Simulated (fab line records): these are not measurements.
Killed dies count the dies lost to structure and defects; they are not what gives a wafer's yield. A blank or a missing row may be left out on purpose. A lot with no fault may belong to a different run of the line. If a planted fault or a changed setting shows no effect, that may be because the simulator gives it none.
Struck lot and sound lot, side by side | flow sky130 | 43 steps out of a route of 708
Sound: these wafers, L743.2, L743.3, L743.6. Wafers struck: L763.1, L763.5, L763.6. Last of all comes the cause.
Order at every step that has rows: each side's tool, ch and its chambers, its first start. Under that, the readings that differ: sound wafers | struck wafers | difference of the means | sigmas: that difference in standard deviations of wafers without a fault.
alike: words and numbers the same on both sides, and readings whose means are apart by under 2 such deviations; not compared: readings that were withheld, readings missing a value for some wafer, numbers with overlapping values and no deviation given by the record, and bounds like >300 which may hide the same value.
Wherever a step has rows on one side only, a row that says differs or no value, or a row with sigmas, the two part there. Numbers that don't overlap but have no deviation are shown without sigmas and don't part them. Lack of a reading on every wafer of one side parts them only where that side has two or more wafers.

first, 4 steps without rows for these wafers: SKY_LDD_LDN_SOFTBAKE_03 (time 60 s); SKY_LDD_LDN_EXPOSE_04 (exposes mask LDNTM, target cd 700 nm); SKY_LDD_LDN_PEB_05; SKY_LDD_LDN_DEVELOP_06 (develop time 60 s).
SKY_LDD_LDN_OVL_MEAS_07:
  sound on overlay-02, day 23 08:42; struck on overlay-02, day 30 04:45
  alike: LDD_LDN_OVL
then, 4 steps without rows for these wafers: SKY_LDD_LDN_IMPLANT_08; SKY_LDD_LDN_IMPLANT_09; SKY_LDD_LDN_IMPLANT_10; SKY_LDD_LDN_IMPLANT_11.
SKY_LDD_LDN_STRIP_12: strips in O2/N2.
  sound on plasma-asher-01 ch 0,1, day 23 09:20; struck on plasma-asher-04 ch 0,1, day 30 05:23
  reading                      | sound             | struck            | difference | sigmas
  strip-time-to-endpoint-s (s) | 14.22 14.22 14.22 | 14.12 14.12 14.14 | -0.09      | -2
  alike: drypump-motor-current-A, o2-flow-sccm, oes-product-au
  not compared: rf-hours-counter-h
SKY_LDD_LDN_TW_MEAS_13:
  sound on film-metro-03, day 23 09:26; struck on film-metro-03, day 30 05:29
  alike: LDD_LDN_TW
then, 1 step without rows for these wafers: SKY_LDD_LDN_CLEAN_14 (cleans in SC1/SC2, time 150 s).
SKY_SPACER_CVD_00: deposits Si3N4 from DCS/NH3, target thk 43.1 nm, time 740 s.
  sound on lpcvd-02 ch 1, day 23 10:03; struck on lpcvd-02 ch 1, day 30 05:35
  reading                                  | sound             | struck            | difference | sigmas
  spike-tc-bottom-C (C)                    | 788.4 788.5 786.8 | 781.4 781.2 781.3 | -6.6       | -3
  spike-tc-centre-C (C)                    | 770.6 770.1 772.2 | 765.3 765.2 765.5 | -5.6       | -5
  spike-tc-lower-C (C)                     | 771.3 772.1 768.6 | 811.3 813.8 813.9 | +42.3      | +38
  zone-power-centre-pct (%)                | 13.0 13.2 12.9    | 7.9 7.8 7.7       | -5.2       | -13
  zone-power-lower-pct (%)                 | 14.9 15.4 15.0    | 28.7 29.3 28.7    | +13.8      | +12
  model.Si3N4_of_SPACER_CVD_00.thk-nm (nm) | 43.49 42.7 42.8   | 44.98 44.37 44.19 | +1.52      |
  alike: spike-tc-top-C, zone-power-top-pct
SKY_SPACER_THK_MEAS_01:
  sound on film-metro-02, day 23 11:16; struck on film-metro-04, day 30 06:48
  reading                | sound          | struck         | difference | sigmas
  SPACER_CVD_00_THK (nm) | 43.5 42.7 42.8 | 45.0 44.4 44.2 | +1.5       | +4
SKY_SPACER_ETCHBACK_02: etches Si3N4 in CH3F/O2, stops on SiO2, time 46.7 s, target depth 45 nm.
  sound on rie-diel-03 ch 1,2, day 23 11:19; struck on rie-diel-01 ch 1,2, day 30 06:52
  reading                  | sound             | struck            | difference | sigmas
  oes-product-au (a.u.)    | 0.862 0.857 0.856 | 0.878 0.872 0.865 | +0.013     | +2
  model.etch.depth-nm (nm) | 43.49 42.7 42.8   | 44.98 44.37 44.19 | +1.52      |
  alike: drypump-motor-current-A, throttle-valve-pct
  not compared: rf-hours-counter-h
then, 8 steps without rows for these wafers: SKY_POLY_CUT_DEHYDRATE_00 (time 60 s); SKY_POLY_CUT_HMDS_01 (prime time 60 s); SKY_POLY_CUT_COAT_02 (resist thk 60 nm); SKY_POLY_CUT_COAT_03 (resist thk 450 nm); SKY_POLY_CUT_SOFTBAKE_04 (time 90 s); SKY_POLY_CUT_EXPOSE_05 (exposes mask NPCM, target cd 270 nm); SKY_POLY_CUT_PEB_06; SKY_POLY_CUT_DEVELOP_07 (develop time 60 s).
SKY_POLY_CUT_CD_MEAS_08: the cd target is 270 nm.
  sound on cd-sem-01, day 24 17:01; struck on cd-sem-01, day 31 11:12
  alike: cd-nm
SKY_POLY_CUT_OVL_MEAS_09:
  sound on overlay-01, day 24 17:07; struck on overlay-02, day 31 11:19
  alike: POLY_CUT_OVL
SKY_POLY_CUT_ETCH_10: etches BARC in N2/H2, stops on SiO2, time 45.9 s, target depth 60 nm.
  sound on rie-diel-03 ch 1,2, day 24 17:09; struck on rie-diel-04 ch 0,1,2, day 31 11:21
  reading                | sound                | struck               | difference | sigmas
  throttle-valve-pct (%) | 13.227 13.212 13.194 | 13.229 13.236 13.221 | +0.018     | +2
  alike: drypump-motor-current-A, oes-product-au
  not compared: rf-hours-counter-h
SKY_POLY_CUT_ETCH_11: etches Si3N4 in CF4/CH2F2/Ar, stops on poly-Si, time 42.5 s, target depth 60 nm.
  sound on rie-diel-03 ch 1,2, day 24 17:11; struck on rie-diel-04 ch 0,1,2, day 31 11:24
  reading                     | sound       | struck      | difference | sigmas
  drypump-motor-current-A (A) | 5.3 5.5 5.3 | 5.9 6.0 6.4 | +0.7       | +2
  alike: ch2f2-flow-sccm, oes-product-au, throttle-valve-pct
  not compared: rf-hours-counter-h
SKY_POLY_CUT_STRIP_12: strips in O2/N2.
  sound on plasma-asher-02 ch 0, day 24 17:14; struck on plasma-asher-03 ch 0,1, day 31 11:26
  reading             | sound          | struck         | difference | sigmas
  o2-flow-sccm (sccm) | 3009 3015 3005 | 2984 2991 2996 | -19        | -2
  alike: drypump-motor-current-A, oes-product-au, strip-time-to-endpoint-s
  not compared: rf-hours-counter-h
then, 7 steps without rows for these wafers: SKY_SD_P_DEHYDRATE_00 (time 60 s); SKY_SD_P_HMDS_01 (prime time 60 s); SKY_SD_P_COAT_02 (resist thk 1140 nm); SKY_SD_P_SOFTBAKE_03 (time 60 s); SKY_SD_P_EXPOSE_04 (exposes mask PSDM, target cd 380 nm); SKY_SD_P_PEB_05; SKY_SD_P_DEVELOP_06 (develop time 60 s).
SKY_SD_P_CD_MEAS_07: the cd target is 380 nm.
  sound on cd-sem-02, day 25 22:58; struck on cd-sem-01, day 32 14:54
  alike: cd-nm
SKY_SD_P_OVL_MEAS_08:
  sound on overlay-01, day 25 23:04; struck on overlay-01, day 32 15:01
  alike: SD_P_OVL
next, for these wafers, 1 step has no rows: SKY_SD_P_IMPLANT_09.
SKY_SD_P_STRIP_10: strips in O2/N2.
  sound on plasma-asher-01 ch 0,1, day 25 23:15; struck on plasma-asher-04 ch 0,1, day 32 15:20
  alike: drypump-motor-current-A, o2-flow-sccm, oes-product-au, strip-time-to-endpoint-s
  not compared: rf-hours-counter-h
SKY_SD_P_TW_MEAS_11:
  sound on film-metro-04, day 25 23:22; struck on film-metro-04, day 32 15:26
  alike: SD_P_TW
then, 2 steps without rows for these wafers: SKY_RES_XHIGH_DEHYDRATE_00 (time 60 s); SKY_RES_XHIGH_HMDS_01 (prime time 60 s).
-- the record jumps here: 2 days lie between the struck wafers' starts before and after (it left off in module RES_XHIGH and takes up again in module SALICIDE, whose first step shown is number 361 of the route) --
SKY_SALICIDE_CLEAN_00: cleans in HF-last, time 30 s.
  sound on wet-bench-01 ch 3, day 28 10:31; struck on wet-bench-02 ch 1, day 34 21:50
  reading                                  | sound             | struck           | difference | sigmas
  model.Si3N4_of_SPACER_CVD_00.thk-nm (nm) | 42.51 41.72 41.82 | 43.99 43.38 43.2 | +1.51      |

== WHERE THEY PART ==
At SKY_LDD_LDN_STRIP_12 first; at SKY_POLY_CUT_STRIP_12 last (within this record only). Later steps at which nothing parts them and some readings are alike: SKY_SD_P_CD_MEAS_07, SKY_SD_P_OVL_MEAS_08, SKY_SD_P_STRIP_10, SKY_SD_P_TW_MEAS_11.

WHY: what the simulator had put in
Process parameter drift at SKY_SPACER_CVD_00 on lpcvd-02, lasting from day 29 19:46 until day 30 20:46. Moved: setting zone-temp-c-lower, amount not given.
